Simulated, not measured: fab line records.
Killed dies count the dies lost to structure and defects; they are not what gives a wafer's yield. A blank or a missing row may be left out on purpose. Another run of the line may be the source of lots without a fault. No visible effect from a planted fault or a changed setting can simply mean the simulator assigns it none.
Split-lot experiment -- flow gf180mcu -- 23 wafers read across 5 lots, on a route 602 steps long

== SPLIT DETAILS ==
At GF_TOP_METAL_DEVELOP_13 (develop time 60 s), the setting develop time s was moved away from the recipe's 60 s on 12 of the 23 wafers read, by -14.2% to +7.0%. All remaining wafers had this setting at the recipe value.

The file shows no step between the split and the reading.

== THE READING ==
Shown in nm: cd nm at GF_TOP_METAL_CD_MEAS_14, with target cd 440 nm. Fault-free wafers of this fab line usually give 440.5 nm, standard deviation 1.9 nm.

wafer,"tool, chamber at the split","develop time s as run, s",against the recipe,"cd nm, nm",against lot-mates on the recipe
L074.2,"litho track-03, 0",60,recipe,441.6,-
L074.3,"litho track-03, 0",60,recipe,440.3,-
L074.4,"litho track-03, 0",57.17,-4.7%,445.5,+4.5
L074.5,"litho track-03, 0",57.17,-4.7%,444.6,+3.6
L074.6,"litho track-03, 0",57.17,-4.7%,444.5,+3.5
L076.1,"litho track-01, 0",60,recipe,438.3,-
L076.3,"litho track-01, 0",60,recipe,438.5,-
L076.6,"litho track-01, 0",60,recipe,438.6,-
L077.1,"litho track-04, 0",60,recipe,443.3,-
L077.2,"litho track-04, 0",60,recipe,442.2,-
L077.4,"litho track-04, 0",52.78,-12.0%,457.0,+14.2
L077.5,"litho track-04, 0",52.78,-12.0%,456.3,+13.6
L077.6,"litho track-04, 0",52.78,-12.0%,456.9,+14.1
L079.2,"litho track-03, 0",60,recipe,437.0,-
L079.3,"litho track-03, 0",64.19,+7.0%,430.9,-6.4
L079.4,"litho track-03, 0",60,recipe,437.6,-
L079.5,"litho track-03, 0",64.19,+7.0%,433.6,-3.7
L079.6,"litho track-03, 0",64.19,+7.0%,433.7,-3.6
L083.1,"litho track-04, 0",51.5,-14.2%,456.5,+17.2
L083.2,"litho track-04, 0",51.5,-14.2%,453.8,+14.5
L083.3,"litho track-04, 0",60,recipe,439.8,-
L083.4,"litho track-04, 0",60,recipe,438.8,-
L083.5,"litho track-04, 0",51.5,-14.2%,456.3,+17.0

FIT RESULTS
A straight line over all 23 wafers: cd nm changes by -1.19 nm for each +1% of develop time s; r = -0.97; the points scatter about the line by 2 nm.
The same after taking each lot's own level away (the mean of its wafers on the recipe; 23 wafers): -1.04 nm for each +1%; r = -0.98; scatter 1.4 nm.
On that fit, the largest move of develop time s shifts the reading by 15 nm.
The span of the lots' own levels, 437.30 to 442.75 nm, comes to 2.9 times the standard deviation stated above.
So the lot-to-lot level changes the slope: the two fits differ.
Check: for one of the wafers moved furthest among these (-14.2%), held out of the fit, the line's prediction against its lot-mates is +15 nm. It came out at +17.2 nm against them.

== THE FILE'S OWN FIT ==
cd nm changes by -1.08 nm for each +1% of develop time s, r = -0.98.
